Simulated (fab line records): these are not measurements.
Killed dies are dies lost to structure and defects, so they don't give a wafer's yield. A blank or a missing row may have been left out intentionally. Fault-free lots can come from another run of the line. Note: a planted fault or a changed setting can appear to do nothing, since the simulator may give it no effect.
fab line records	flow sky130
[record] lots = 14	wafers = 42	last_day = 50
route steps=708 shown POLY_GATE@228 LDD_N@244 LDD_P@262 PAD_OPEN@708
lots that met no fault: from a run of the same line without faults
start_h: hours from the record's first day to the start of the lot's first wafer shown	wait_h: how many hours have passed since the lot's step before this one	" same as the row above	L1.1+2: one row covering several wafers at once	- either no value or no given start	* or withheld: withheld	< > ~ a bound
route shown NAME@n: names a module that has steps shown in the file, with the first one's number in the route	usual: average and standard deviation across the fault-free wafers	same: alike in all rows	chamber/n: place in a boat	sites: each site's reading	_std_site: their standard deviation	_edge_site: mean of outer sites minus mean of inner sites	radius_mm: how far each site lies from the wafer's centre	mask NAME#n: copy n	behind: tool/chamber where the wafer was last shaped	hold: reason for holding the lot/hours on hold/outcome of the hold	device: whichever transistor did not switch (one of n, p or np)	end of line: the tests these same wafers got at the end of their route	where a step has no rows: the recipe by itself	killed: dies that structure and defects cost at the first sort, which is not the same as the wafer's yield	map: shows each die of a wafer: x if killed, . if not, _ if none is there
set.NAME: the setting as run; set.NAME@STEP: as run at that earlier step	model.NAME: the simulator's own value behind a step, which no gauge read
one table for each step of the route and one row for each wafer, over a sample of lots
services: when a tool's chamber went out of use (start_h, in hours from the record's first day, below 0 if earlier), for how many hours, and the reason
[[steps]]
[step SKY_POLY_GATE_OVL_MEAS_14]
[usual] POLY_GATE_OVL = -1/4.4
lot.wafer	tool	chamber	start_h	wait_h	POLY_GATE_OVL[nm]
L310.1	overlay-02	-	361.14	0.1	1
L310.5	"	-	"	"	7
L310.6	"	-	"	"	-2
L312.3	overlay-02	-	373.76	0.1	-1
L312.4	"	-	"	"	5
L312.5	"	-	"	"	-5
L313.3	overlay-02	-	378.16	0.1	-4
L313.4	"	-	"	"	-2
L313.6	"	-	"	"	0
L315.1	overlay-02	-	395.83	0.1	-2
L315.2	"	-	"	"	-4
L315.5	"	-	"	"	0
L317.1	overlay-01	-	430.73	0.1	-6
L317.3	"	-	"	"	-4
L317.6	"	-	"	"	-4
L318.2	overlay-02	-	436.90	0.1	9
L318.3	"	-	"	"	-2
L318.6	"	-	"	"	7
L320.1	overlay-01	-	448.33	0.1	2
L320.4	"	-	"	"	1
L320.6	"	-	"	"	-3
L321.3	overlay-01	-	451.81	0.1	-11
L321.5	"	-	"	"	-8
L321.6	"	-	"	"	-3
L323.2	overlay-02	-	488.30	0.1	-13
L323.5	"	-	"	"	0
L323.6	"	-	"	"	-11
L322.1	overlay-01	-	489.48	0.1	-2
L322.3	"	-	"	"	-9
L322.5	"	-	"	"	-1
L328.2	overlay-02	-	510.69	0.1	1
L328.4	"	-	"	"	-2
L328.5	"	-	"	"	3
L326.2	overlay-01	-	512.10	0.1	0
L326.3	"	-	"	"	5
L326.5	"	-	"	"	3
L330.1	overlay-01	-	525.80	0.1	6
L330.2	"	-	"	"	-1
L330.6	"	-	"	"	4
L332.1	overlay-02	-	547.23	0.1	-5
L332.2	"	-	"	"	-1
L332.5	"	-	"	"	-7
[step SKY_LDD_N_OVL_MEAS_07]
[usual] LDD_N_OVL = -1.2/1.3
lot.wafer	tool	chamber	start_h	wait_h	LDD_N_OVL[nm]
L310.1	overlay-01	-	390.72	0.1	-0.2
L310.5	"	-	"	"	-0.1
L310.6	"	-	"	"	-2.3
L312.3	overlay-02	-	405.87	0.1	-3.7
L312.4	"	-	"	"	-3.5
L312.5	"	-	"	"	-3.4
L313.3	overlay-02	-	409.78	0.1	1.5
L313.4	"	-	"	"	-0.4
L313.6	"	-	"	"	-1.7
L315.1	overlay-01	-	428.32	0.1	0.4
L315.2	"	-	"	"	-0.3
L315.5	"	-	"	"	-2.1
L317.1	overlay-01	-	464.51	0.1	-1.5
L317.3	"	-	"	"	-2.2
L317.6	"	-	"	"	-3.3
L318.2	overlay-02	-	471.27	0.1	-3.3
L318.3	"	-	"	"	-4.2
L318.6	"	-	"	"	-2.7
L320.1	overlay-02	-	483.71	0.1	0.4
L320.4	"	-	"	"	-2.1
L320.6	"	-	"	"	-2.0
L321.3	overlay-01	-	488.93	0.1	-1.3
L321.5	"	-	"	"	-1.2
L321.6	"	-	"	"	-0.2
L323.2	overlay-01	-	521.17	0.1	-1.3
L323.5	"	-	"	"	0.3
L323.6	"	-	"	"	0.4
L322.1	overlay-02	-	522.47	0.1	1.2
L322.3	"	-	"	"	1.0
L322.5	"	-	"	"	0.9
L328.2	overlay-02	-	542.57	0.1	-1.8
L328.4	"	-	"	"	-2.0
L328.5	"	-	"	"	-1.7
L326.2	overlay-01	-	544.08	0.1	1.5
L326.3	"	-	"	"	0.4
L326.5	"	-	"	"	2.4
L330.1	overlay-02	-	557.41	0.1	-1.9
L330.2	"	-	"	"	0.3
L330.6	"	-	"	"	-1.2
L332.1	overlay-02	-	579.47	0.1	-3.1
L332.2	"	-	"	"	-0.2
L332.5	"	-	"	"	-2.0
[step SKY_LDD_N_IMPLANT_11]
[recipe] species = As	energy_kev = 20	dose_cm2 = 7.5e+13	tilt_deg = withheld	rotation_deg = 293
[usual] beam_on_s = 10.01/0.2	faraday_current_uA = 423/8.2
lot.wafer	tool	chamber	start_h	wait_h	beam_on_s	faraday_current_uA
L310.1	implanter-02	0	391.21	0.1	10.09	418
L310.5	"	0	"	"	9.85	429
L310.6	"	0	"	"	9.76	432
L312.3	implanter-02	0	406.40	0.1	9.89	426
L312.4	"	0	"	"	9.93	425
L312.5	"	0	"	"	9.84	432
L313.3	implanter-04	0	410.30	0.1	9.78	432
L313.4	"	0	"	"	10.01	422
L313.6	"	0	"	"	9.67	436
L315.1	implanter-01	0	428.81	0.1	10.34	409
L315.2	"	0	"	"	9.89	428
L315.5	"	0	"	"	10.17	417
L317.1	implanter-01	0	465.00	0.1	11.55	366
L317.3	"	0	"	"	12.27	346
L317.6	"	0	"	"	11.83	358
L318.2	implanter-02	0	471.77	0.1	10.11	420
L318.3	"	0	"	"	10.15	418
L318.6	"	0	"	"	10.15	416
L320.1	implanter-01	0	484.20	0.1	11.87	356
L320.4	"	0	"	"	11.42	370
L320.6	"	0	"	"	11.68	361
L321.3	implanter-02	0	489.46	0.1	10.18	414
L321.5	"	0	"	"	9.80	430
L321.6	"	0	"	"	9.59	440
L323.2	implanter-02	0	521.68	0.1	9.84	428
L323.5	"	0	"	"	9.79	432
L323.6	"	0	"	"	9.98	424
L322.1	implanter-04	0	522.96	0.1	10.04	421
L322.3	"	0	"	"	9.82	432
L322.5	"	0	"	"	10.05	421
L328.2	implanter-02	0	543.08	0.1	9.91	428
L328.4	"	0	"	"	10.43	403
L328.5	"	0	"	"	10.04	422
L326.2	implanter-01	0	544.58	0.1	10.15	416
L326.3	"	0	"	"	10.05	421
L326.5	"	0	"	"	10.29	411
L330.1	implanter-01	0	557.90	0.1	10.06	422
L330.2	"	0	"	"	10.22	416
L330.6	"	0	"	"	10.08	418
L332.1	implanter-04	0	579.96	0.1	10.17	415
L332.2	"	0	"	"	9.88	428
L332.5	"	0	"	"	9.94	427
[step SKY_LDD_P_CD_MEAS_07]
[recipe] target_cd_nm = 380
[usual] cd_nm = 380.2/2.5
lot.wafer	tool	chamber	start_h	wait_h	cd_nm
L310.1	cd_sem-02	-	421.68	0.1	379.7
L310.5	"	-	"	"	382.5
L310.6	"	-	"	"	380.5
L312.3	cd_sem-01	-	437.47	0.1	383.8
L312.4	"	-	"	"	382.5
L312.5	"	-	"	"	383.4
L313.3	cd_sem-02	-	441.92	0.1	377.0
L313.4	"	-	"	"	375.9
L313.6	"	-	"	"	378.4
L315.1	cd_sem-01	-	459.06	0.1	381.3
L315.2	"	-	"	"	380.0
L315.5	"	-	"	"	379.2
L317.1	cd_sem-02	-	496.76	0.1	380.5
L317.3	"	-	"	"	382.5
L317.6	"	-	"	"	380.5
L318.2	cd_sem-01	-	503.53	0.1	379.6
L318.3	"	-	"	"	377.2
L318.6	"	-	"	"	379.6
L320.1	cd_sem-01	-	516.03	0.1	375.0
L320.4	"	-	"	"	377.0
L320.6	"	-	"	"	375.5
L321.3	cd_sem-01	-	521.05	0.1	378.6
L321.5	"	-	"	"	380.2
L321.6	"	-	"	"	381.4
L323.2	cd_sem-01	-	553.25	0.1	380.9
L323.5	"	-	"	"	380.9
L323.6	"	-	"	"	378.4
L322.1	cd_sem-01	-	553.97	0.1	381.8
L322.3	"	-	"	"	378.0
L322.5	"	-	"	"	376.9
L328.2	cd_sem-01	-	573.53	0.1	383.7
L328.4	"	-	"	"	381.4
L328.5	"	-	"	"	380.7
L326.2	cd_sem-01	-	574.90	0.1	381.8
L326.3	"	-	"	"	379.5
L326.5	"	-	"	"	379.4
L330.1	cd_sem-02	-	589.16	0.1	380.3
L330.2	"	-	"	"	376.1
L330.6	"	-	"	"	381.0
L332.1	cd_sem-01	-	610.66	0.1	382.5
L332.2	"	-	"	"	383.4
L332.5	"	-	"	"	381.4
[step SKY_PAD_OPEN_PROBE_99]
[usual] killed_at_M0_to_M3 = 44/7.1	killed_at_M4_up = 3.3/1.8	killed_at_contacts = 24/5.1	killed_at_front_end = 16/4.7	killed_at_other = 0.3/0.52	killed_dies = 87/9.7	killed_on_rim = 17/3.8	killed_open = 47/6.8	killed_short = 39/6.7
[same] gross_dies = 492	killed_at_back_side = 0
lot.wafer	tool	chamber	start_h	wait_h	killed_at_M0_to_M3	killed_at_M4_up	killed_at_contacts	killed_at_front_end	killed_at_other	killed_dies	killed_on_rim	killed_open	killed_short
L310.1	prober-02	-	1073.39	0.1	44	6	24	16	1	91	15	49	42
L310.5	prober-02	-	1073.59	0.2	41	3	19	15	0	78	16	37	41
L310.6	prober-02	-	1073.64	0.2	43	2	18	10	0	73	15	48	25
L312.3	prober-01	-	1081.85	0.2	40	2	28	13	0	83	13	44	39
L312.4	prober-01	-	1081.90	0.2	41	4	17	11	1	74	16	28	46
L312.5	prober-01	-	1081.95	0.2	49	3	22	15	1	90	17	47	43
L313.3	prober-02	-	1083.95	0.2	45	5	23	16	0	89	18	44	45
L313.4	prober-02	-	1084.00	0.2	41	2	22	17	0	82	14	45	37
L313.6	prober-02	-	1084.10	0.2	53	3	18	15	0	89	17	45	44
L315.1	prober-02	-	1097.83	0.1	44	1	22	23	0	90	16	53	36
L315.2	prober-02	-	1097.88	0.1	38	3	24	17	0	82	19	46	36
L315.5	prober-02	-	1098.03	0.2	42	5	22	28	0	97	18	54	43
L317.1	prober-02	-	1122.28	0.1	49	3	24	23	0	99	21	57	42
L317.3	prober-02	-	1122.38	0.2	53	6	15	16	0	90	24	46	44
L317.6	prober-02	-	1122.53	0.2	47	2	22	18	0	89	15	49	40
L318.2	prober-01	-	1124.01	0.1	34	6	24	10	0	74	17	35	39
L318.3	prober-01	-	1124.06	0.2	37	4	18	16	0	75	14	40	35
L318.6	prober-01	-	1124.21	0.2	47	1	25	15	1	89	22	51	37
L320.1	prober-01	-	1132.41	0.1	40	1	23	19	0	83	14	45	38
L320.4	prober-01	-	1132.56	0.2	48	1	27	19	1	96	25	52	44
L320.6	prober-01	-	1132.66	0.2	53	2	21	23	0	99	15	55	44
L321.3	prober-02	-	1134.69	0.2	34	2	34	8	0	78	19	40	38
L321.5	prober-02	-	1134.79	0.2	55	4	24	17	0	100	18	55	45
L321.6	prober-02	-	1134.84	0.2	53	3	30	23	0	109	21	54	55
L323.2	prober-01	-	1153.22	0.1	56	5	27	17	1	106	23	57	49
L323.5	prober-01	-	1153.37	0.2	63	4	18	18	1	104	19	55	49
L323.6	prober-01	-	1153.42	0.2	40	2	29	10	1	82	17	45	37
L322.1	prober-02	-	1155.45	0.1	37	3	18	14	0	72	12	37	34
L322.3	prober-02	-	1155.55	0.2	40	6	26	23	1	96	25	45	50
L322.5	prober-02	-	1155.65	0.2	39	5	22	25	0	91	17	39	52
L328.2	prober-01	-	1168.08	0.1	38	2	25	7	0	72	17	38	34
L328.4	prober-01	-	1168.18	0.2	49	1	19	15	1	85	21	41	44
L328.5	prober-01	-	1168.23	0.2	41	2	16	15	0	74	17	43	31
L326.2	prober-02	-	1168.79	0.1	30	5	21	21	0	77	16	38	38
L326.3	prober-02	-	1168.84	0.2	44	3	21	13	0	81	20	38	41
L326.5	prober-02	-	1168.94	0.2	45	3	26	19	0	93	16	53	39
L330.1	prober-01	-	1175.84	0.1	39	0	21	20	0	80	19	39	41
L330.2	prober-01	-	1175.89	0.1	45	3	21	18	0	87	15	43	44
L330.6	prober-01	-	1176.09	0.2	45	0	15	19	0	79	13	41	38
L332.1	prober-01	-	1188.15	0.1	42	2	27	16	0	87	15	52	34
L332.2	prober-01	-	1188.20	0.1	35	2	21	14	1	73	16	43	30
L332.5	prober-01	-	1188.35	0.2	41	4	32	9	0	86	16	52	34
// killed by level:class
L310.1 VIA1:geometric_particle:open=11 LI_CONTACT:geometric_particle:open=10 METAL1:geometric_particle:short=7 CONTACT:geometric_particle:open=6 VIA2:geometric_particle:open=5 POLY_GATE:geometric_particle:short=5 METAL3:geometric_particle:short=5 FIELD_ISO:geometric_particle:short=4
L310.5 VIA1:geometric_particle:open=11 CONTACT:geometric_particle:short=8 VIA3:geometric_particle:open=5 CONTACT:geometric_particle:open=5 FIELD_ISO:geometric_particle:short=4 POLY_GATE:geometric_particle:open=4 METAL1:geometric_particle:short=4 LOCAL_INTERCONNECT:geometric_particle:short=4
L310.6 VIA1:geometric_particle:open=14 VIA3:geometric_particle:open=9 CONTACT:geometric_particle:open=7 VIA1:geometric_particle:short=7 VIA2:geometric_particle:open=5 CONTACT:geometric_particle:short=4 METAL3:geometric_particle:short=3 LI_CONTACT:geometric_particle:open=3
L312.3 VIA1:geometric_particle:open=12 CONTACT:geometric_particle:open=9 VIA3:geometric_particle:open=9 LOCAL_INTERCONNECT:geometric_particle:short=6 LI_CONTACT:geometric_particle:open=5 VIA1:geometric_particle:short=5 CONTACT:geometric_particle:short=5 POLY_GATE:geometric_particle:short=4
L312.4 METAL2:geometric_particle:short=9 VIA1:geometric_particle:open=6 FIELD_ISO:geometric_particle:short=5 CONTACT:geometric_particle:open=5 CONTACT:geometric_particle:short=5 METAL1:geometric_particle:short=5 VIA2:geometric_particle:open=5 VIA2:geometric_particle:short=5
L312.5 CONTACT:geometric_particle:open=12 VIA1:geometric_particle:open=9 VIA2:geometric_particle:open=8 METAL2:geometric_particle:short=6 VIA3:geometric_particle:open=6 VIA3:geometric_particle:short=6 LI_CONTACT:geometric_particle:short=5 POLY_GATE:geometric_particle:short=4
L313.3 VIA1:geometric_particle:open=11 CONTACT:geometric_particle:open=10 POLY_GATE:geometric_particle:short=6 METAL2:geometric_particle:short=6 LI_CONTACT:geometric_particle:open=6 VIA3:geometric_particle:short=6 METAL1:geometric_particle:short=5 VIA3:geometric_particle:open=4
L313.4 CONTACT:geometric_particle:open=9 VIA3:geometric_particle:open=7 VIA1:geometric_particle:open=6 METAL2:geometric_particle:short=6 FIELD_ISO:geometric_particle:short=5 POLY_GATE:geometric_particle:short=5 LI_CONTACT:geometric_particle:open=5 VIA2:geometric_particle:open=5
L313.6 VIA2:geometric_particle:open=11 METAL2:geometric_particle:short=10 FIELD_ISO:geometric_particle:open=6 VIA3:geometric_particle:open=6 LI_CONTACT:geometric_particle:open=6 VIA2:geometric_particle:short=6 CONTACT:geometric_particle:open=5 VIA1:geometric_particle:open=5
L315.1 CONTACT:geometric_particle:open=9 VIA1:geometric_particle:open=9 VIA2:geometric_particle:open=8 FIELD_ISO:geometric_particle:open=7 VIA3:geometric_particle:open=7 FIELD_ISO:geometric_particle:short=5 VIA1:geometric_particle:short=5 POLY_GATE:geometric_particle:open=4
L315.2 VIA2:geometric_particle:open=11 LI_CONTACT:geometric_particle:open=8 CONTACT:geometric_particle:open=6 VIA3:geometric_particle:open=6 LOCAL_INTERCONNECT:geometric_particle:short=5 VIA1:geometric_particle:short=4 FIELD_ISO:geometric_particle:open=3 FIELD_ISO:geometric_particle:short=3
L315.5 VIA1:geometric_particle:open=14 LI_CONTACT:geometric_particle:open=9 POLY_GATE:geometric_particle:short=7 CONTACT:geometric_particle:open=7 FIELD_ISO:geometric_particle:short=6 METAL2:geometric_particle:short=6 VIA3:geometric_particle:open=6 POLY_GATE:geometric_particle:open=5
L317.1 VIA2:geometric_particle:open=12 CONTACT:geometric_particle:open=11 VIA1:geometric_particle:open=10 METAL2:geometric_particle:short=10 FIELD_ISO:geometric_particle:short=9 FIELD_ISO:geometric_particle:open=7 LI_CONTACT:geometric_particle:open=6 VIA3:geometric_particle:open=4
L317.3 VIA3:geometric_particle:open=13 VIA1:geometric_particle:open=11 CONTACT:geometric_particle:open=7 METAL1:geometric_particle:short=7 FIELD_ISO:geometric_particle:short=6 VIA1:geometric_particle:short=5 METAL4:geometric_particle:short=5 LI_CONTACT:geometric_particle:open=4
L317.6 CONTACT:geometric_particle:open=10 VIA1:geometric_particle:open=10 METAL1:geometric_particle:short=8 VIA1:geometric_particle:short=7 METAL2:geometric_particle:short=6 CONTACT:geometric_particle:short=5 VIA2:geometric_particle:open=5 FIELD_ISO:geometric_particle:open=4
L318.2 VIA1:geometric_particle:open=7 CONTACT:geometric_particle:short=6 CONTACT:geometric_particle:open=6 METAL1:geometric_particle:short=5 LOCAL_INTERCONNECT:geometric_particle:short=5 FIELD_ISO:geometric_particle:open=4 METAL4:geometric_particle:short=4 VIA1:geometric_particle:short=4
L318.3 VIA1:geometric_particle:open=11 POLY_GATE:geometric_particle:short=6 VIA2:geometric_particle:open=6 CONTACT:geometric_particle:open=5 VIA3:geometric_particle:short=5 FIELD_ISO:geometric_particle:open=4 VIA3:geometric_particle:open=4 LI_CONTACT:geometric_particle:open=4
L318.6 VIA1:geometric_particle:open=13 VIA3:geometric_particle:open=7 LOCAL_INTERCONNECT:geometric_particle:short=7 VIA2:geometric_particle:open=7 METAL2:geometric_particle:short=6 CONTACT:geometric_particle:open=6 LI_CONTACT:geometric_particle:open=5 FIELD_ISO:geometric_particle:open=4
L320.1 VIA1:geometric_particle:open=9 METAL2:geometric_particle:short=8 VIA2:geometric_particle:open=7 LI_CONTACT:geometric_particle:open=7 CONTACT:geometric_particle:open=7 FIELD_ISO:geometric_particle:open=5 FIELD_ISO:geometric_particle:short=5 POLY_GATE:geometric_particle:short=5
L320.4 POLY_GATE:geometric_particle:open=9 CONTACT:geometric_particle:open=9 METAL2:geometric_particle:short=9 VIA2:geometric_particle:open=8 LI_CONTACT:geometric_particle:open=7 LOCAL_INTERCONNECT:geometric_particle:short=6 VIA3:geometric_particle:open=6 METAL1:geometric_particle:short=6
L320.6 VIA1:geometric_particle:open=12 VIA2:geometric_particle:open=9 CONTACT:geometric_particle:open=7 FIELD_ISO:geometric_particle:open=6 LI_CONTACT:geometric_particle:open=6 METAL1:geometric_particle:short=6 METAL2:geometric_particle:short=6 FIELD_ISO:geometric_particle:short=5
L321.3 CONTACT:geometric_particle:open=11 LI_CONTACT:geometric_particle:short=9 VIA1:geometric_particle:open=9 VIA1:geometric_particle:short=7 LI_CONTACT:geometric_particle:open=6 POLY_GATE:geometric_particle:open=4 CONTACT:geometric_particle:short=4 METAL1:geometric_particle:short=4
L321.5 CONTACT:geometric_particle:open=12 VIA1:geometric_particle:open=12 VIA3:geometric_particle:open=9 METAL2:geometric_particle:short=7 METAL1:geometric_particle:short=6 VIA2:geometric_particle:short=5 FIELD_ISO:geometric_particle:open=4 POLY_CUT:geometric_particle:short=4
L321.6 VIA1:geometric_particle:open=15 METAL2:geometric_particle:short=10 FIELD_ISO:geometric_particle:short=8 LOCAL_INTERCONNECT:geometric_particle:short=7 CONTACT:geometric_particle:open=7 VIA2:geometric_particle:open=7 FIELD_ISO:geometric_particle:open=6 CONTACT:geometric_particle:short=6
L323.2 CONTACT:geometric_particle:open=12 METAL2:geometric_particle:short=12 VIA1:geometric_particle:open=10 LI_CONTACT:geometric_particle:open=6 METAL1:geometric_particle:short=6 VIA3:geometric_particle:open=6 FIELD_ISO:geometric_particle:open=5 POLY_GATE:geometric_particle:open=5
L323.5 VIA1:geometric_particle:open=21 VIA2:geometric_particle:open=9 VIA1:geometric_particle:short=8 METAL2:geometric_particle:short=8 METAL1:geometric_particle:short=7 POLY_GATE:geometric_particle:short=5 LI_CONTACT:geometric_particle:open=5 POLY_GATE:geometric_particle:open=4
L323.6 VIA1:geometric_particle:open=13 CONTACT:geometric_particle:open=10 CONTACT:geometric_particle:short=8 METAL2:geometric_particle:short=6 LI_CONTACT:geometric_particle:open=5 VIA3:geometric_particle:open=4 LOCAL_INTERCONNECT:geometric_particle:short=4 VIA1:geometric_particle:short=4
L322.1 VIA1:geometric_particle:open=7 CONTACT:geometric_particle:open=6 VIA2:geometric_particle:open=5 VIA3:geometric_particle:open=5 FIELD_ISO:geometric_particle:short=4 LI_CONTACT:geometric_particle:open=4 METAL2:geometric_particle:short=4 POLY_GATE:geometric_particle:short=3
L322.3 CONTACT:geometric_particle:open=10 VIA1:geometric_particle:open=10 CONTACT:geometric_particle:short=7 FIELD_ISO:geometric_particle:short=6 METAL4:geometric_particle:short=6 VIA2:geometric_particle:short=5 LOCAL_INTERCONNECT:geometric_particle:short=5 VIA1:geometric_particle:short=5
L322.5 FIELD_ISO:geometric_particle:short=9 METAL1:geometric_particle:short=9 CONTACT:geometric_particle:open=9 VIA1:geometric_particle:open=7 FIELD_ISO:geometric_particle:open=6 METAL2:geometric_particle:short=5 VIA3:geometric_particle:open=5 METAL4:geometric_particle:short=4
L328.2 VIA1:geometric_particle:open=14 METAL1:geometric_particle:short=10 LI_CONTACT:geometric_particle:open=8 CONTACT:geometric_particle:short=6 CONTACT:geometric_particle:open=6 LOCAL_INTERCONNECT:geometric_particle:short=3 VIA1:geometric_particle:short=3 VIA3:geometric_particle:open=3
L328.4 METAL1:geometric_particle:short=13 VIA1:geometric_particle:open=13 CONTACT:geometric_particle:open=11 VIA2:geometric_particle:open=5 METAL2:geometric_particle:short=5 FIELD_ISO:geometric_particle:short=4 CONTACT:geometric_particle:short=4 METAL3:geometric_particle:short=4
L328.5 VIA3:geometric_particle:open=11 VIA1:geometric_particle:open=8 CONTACT:geometric_particle:open=7 CONTACT:geometric_particle:short=6 METAL1:geometric_particle:short=5 METAL3:geometric_particle:short=3 SPACER:geometric_particle:short=3 METAL2:geometric_particle:short=3
L326.2 LI_CONTACT:geometric_particle:open=10 VIA1:geometric_particle:open=7 FIELD_ISO:geometric_particle:short=6 FIELD_ISO:geometric_particle:open=5 LI_CONTACT:geometric_particle:short=5 METAL2:geometric_particle:short=5 POLY_GATE:geometric_particle:short=4 CONTACT:geometric_particle:open=4
L326.3 CONTACT:geometric_particle:open=9 VIA2:geometric_particle:open=7 VIA1:geometric_particle:short=7 METAL2:geometric_particle:short=6 LOCAL_INTERCONNECT:geometric_particle:short=5 POLY_GATE:geometric_particle:open=4 VIA3:geometric_particle:short=4 VIA1:geometric_particle:open=4
L326.5 VIA1:geometric_particle:open=18 CONTACT:geometric_particle:open=12 POLY_GATE:geometric_particle:open=8 VIA2:geometric_particle:open=6 FIELD_ISO:geometric_particle:short=5 LOCAL_INTERCONNECT:geometric_particle:short=5 METAL2:geometric_particle:short=4 LI_CONTACT:geometric_particle:open=4
L330.1 VIA3:geometric_particle:open=8 POLY_GATE:geometric_particle:short=6 CONTACT:geometric_particle:short=6 FIELD_ISO:geometric_particle:open=5 VIA1:geometric_particle:open=5 CONTACT:geometric_particle:open=5 VIA3:geometric_particle:short=5 POLY_GATE:geometric_particle:open=4
L330.2 CONTACT:geometric_particle:open=10 FIELD_ISO:geometric_particle:short=9 METAL1:geometric_particle:short=7 VIA1:geometric_particle:open=7 VIA3:geometric_particle:open=6 LI_CONTACT:geometric_particle:open=5 VIA2:geometric_particle:short=5 FIELD_ISO:geometric_particle:open=4
L330.6 VIA1:geometric_particle:open=10 VIA3:geometric_particle:open=8 METAL2:geometric_particle:short=7 POLY_GATE:geometric_particle:short=6 VIA2:geometric_particle:open=6 CONTACT:geometric_particle:short=5 VIA2:geometric_particle:short=5 FIELD_ISO:geometric_particle:open=4
L332.1 VIA1:geometric_particle:open=12 LI_CONTACT:geometric_particle:open=9 CONTACT:geometric_particle:open=9 VIA2:geometric_particle:open=8 FIELD_ISO:geometric_particle:open=5 METAL2:geometric_particle:short=5 LOCAL_INTERCONNECT:geometric_particle:short=4 VIA2:geometric_particle:short=4
L332.2 VIA1:geometric_particle:open=9 CONTACT:geometric_particle:open=9 POLY_GATE:geometric_particle:open=6 VIA3:geometric_particle:open=6 VIA1:geometric_particle:short=6 LI_CONTACT:geometric_particle:open=5 CONTACT:geometric_particle:short=4 METAL3:geometric_particle:short=4
L332.5 CONTACT:geometric_particle:open=13 LI_CONTACT:geometric_particle:open=9 VIA2:geometric_particle:open=8 VIA1:geometric_particle:open=8 METAL2:geometric_particle:short=6 LOCAL_INTERCONNECT:geometric_particle:short=5 VIA1:geometric_particle:short=5 FIELD_ISO:geometric_particle:short=4
[[services]]
tool	chamber	start_h	hours	kind
implanter-04	-	401.72	1.1	repair
implanter-01	-	407.01	5.2	repair
implanter-04	-	422.67	3.8	pm
implanter-04	-	427.90	6.8	repair
implanter-02	-	432.74	15.7	pm
implanter-04	-	473.88	2.7	repair
implanter-04	-	475.13	15.7	repair
implanter-02	-	502.09	19.0	repair
implanter-01	-	521.45	4.4	repair
implanter-01	-	560.47	3.5	pm
implanter-01	-	564.00	3.2	pm
implanter-04	-	575.68	0.8	repair
[[key]]
[first_sign] step = SKY_LDD_N_IMPLANT_11	reading = beam_on_s	direction = up	sigmas = 9	usual = 10.01	struck = 11.77
[effect] step = SKY_LDD_N_IMPLANT_11	reading = faraday_current_uA	direction = down	sigmas = 7.6	usual = 423	struck = 360
met_at SKY_LDD_N_IMPLANT_11
struck_lots L317,L320
tester_left_out L317,L320
not_acting_at SKY_POLY_GATE_OVL_MEAS_14,SKY_LDD_N_OVL_MEAS_07,SKY_LDD_P_CD_MEAS_07
onset_between 428.81 465.00
[fault] kind = process_parameter_drift	tool = implanter-01	chamber = -	onset_h = 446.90	steps = SKY_LDD_N_IMPLANT_11	channel = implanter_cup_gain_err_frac	offset = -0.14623	shape = step	end_h = 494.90
// tester_left_out: of these lots the tester's yield and bins aren't shown, on N5 and GAA mostly nor the transistor test; their killed dies are dies lost to structure and defects alone, not to doping, threshold or leakage, so they don't give the yield
